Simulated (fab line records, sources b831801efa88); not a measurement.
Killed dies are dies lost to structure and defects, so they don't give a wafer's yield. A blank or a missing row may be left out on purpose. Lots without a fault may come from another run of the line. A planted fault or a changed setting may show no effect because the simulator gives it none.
Chamber matching | flow gf180mcu | GF_V4_CMP_04 on cmp-01: 4 sister chambers
The step polishes SiO2. 4 wafers are shown with their chamber, then 7 later ones without.

WAFERS WITH THEIR CHAMBER
wafer  | chamber | motor_current_A (A)
L113.4 | 3       | 11.9
L113.5 | 0       | 12.0
L115.1 | 1       | 12.5
L115.3 | 2       | 11.1

WAFERS WITHOUT THEIR CHAMBER
wafer  | motor_current_A (A)
L115.4 | 12.3
L125.1 | 11.6
L125.2 | 10.7
L125.3 | 12.6
L126.1 | 11.1
L126.3 | 12.3
L126.6 | 11.7

WHICH CHAMBER EACH WENT THROUGH
wafer  | from the rows above          | in truth
L115.4 | can't be placed: 1 or 0 or 3 | 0
L125.1 | can't be placed: 3 or 0 or 2 | 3
L125.2 | 2                            | 2
L125.3 | 1                            | 1
L126.1 | 2                            | 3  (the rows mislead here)
L126.3 | can't be placed: 1 or 0 or 3 | 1
L126.6 | can't be placed: 3 or 0 or 2 | 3
Placed correctly: 2 of 7. Can't be placed from these rows: 4 (the true chamber is among the candidates in 4). Placed wrongly: 1.
How it was worked out, from the rows above alone: a wafer's distance from a chamber is the root of the sum, over the readings, of the square of ((its reading less the chamber's mean) divided by the reading's scatter). The wafer belongs to the nearest chamber; if the next one is less than 2 further off, it can't be placed. A chamber's mean is the mean of its shown wafers. The scatter: with one shown wafer a chamber, the root of the mean of the squares of how far each hidden wafer lies from its nearest shown one.
